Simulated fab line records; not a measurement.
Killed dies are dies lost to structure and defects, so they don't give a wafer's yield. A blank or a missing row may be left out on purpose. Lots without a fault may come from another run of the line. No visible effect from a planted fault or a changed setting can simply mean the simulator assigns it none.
The same fault as seen by 2 desks ; flow gf180mcu ; what lay behind the numbers comes last; until then each desk has only its own

## DESK OF THE TOOL OWNER: lpcvd-02
The tool's own readings at GF_STI_CVD_03 (deposits Si3N4 from DCS/NH3, target thk 207.16 nm, time 3551 s): means of the sampled wafers that have a number, for each lot that ran on this tool. A lot is out of limits, marked OUT, if its mean lies more than 4 standard deviations from the usual mean; the brackets give that distance.
Columns: A = pressureMtorr at GF_STI_CVD_03, usual 249.9 mTorr; B = spikeTcBottomC at GF_STI_CVD_03, usual 790.1 C; C = spikeTcUpperC at GF_STI_CVD_03, usual 770.4 C; D = zonePowerBottomPct at GF_STI_CVD_03, usual 19.9 %; E = zonePowerLowerPct at GF_STI_CVD_03, usual 13.3 %
lot;first seen here;A;B;C;D;E
L776;day 1 17:04;249.3;789.4;770.0;18.6;14.0
L777;day 1 21:34;250.0;789.8;769.9;18.5;14.1
L780;day 2 14:40;249.3;789.1;769.2;18.6;14.1
L785;day 3 13:34;249.9;790.7;769.3;18.6;14.1
L789;day 4 10:36;249.7;789.0;769.7;18.6;12.7
This desk's verdict: no lot among the 5 shows anything out of limits.

## METROLOGY DESK
What the gauges read, lot by lot, whatever tool the lot ran on: means of the sampled wafers that have a number. A lot is out of limits, marked OUT, if its mean lies more than 4 standard deviations from the usual mean; the brackets give that distance.
Columns: A = STI_OXIDATION_01_THK at GF_STI_THK_MEAS_22, usual 15.17 nm
lot;first seen here;A
L776;day 2 09:23;15.12
L777;day 2 15:44;15.28
L779;day 2 23:38;15.25
L780;day 3 07:32;14.79
L781;day 3 11:34;15.58
L783;day 3 21:52;15.56
L784;day 4 02:53;15.28
L785;day 4 06:17;15.13
L786;day 4 11:54;15.23
L787;day 4 17:02;14.99
L789;day 5 04:59;14.99
L796;day 6 17:13;15.31
This desk's verdict: no lot among the 12 shows anything out of limits.

## TAKEN TOGETHER
Nothing out of limits was seen by the tool owner's desk.
Metrology desk: nothing out of limits seen.

## WHAT THE SIMULATOR PUT IN
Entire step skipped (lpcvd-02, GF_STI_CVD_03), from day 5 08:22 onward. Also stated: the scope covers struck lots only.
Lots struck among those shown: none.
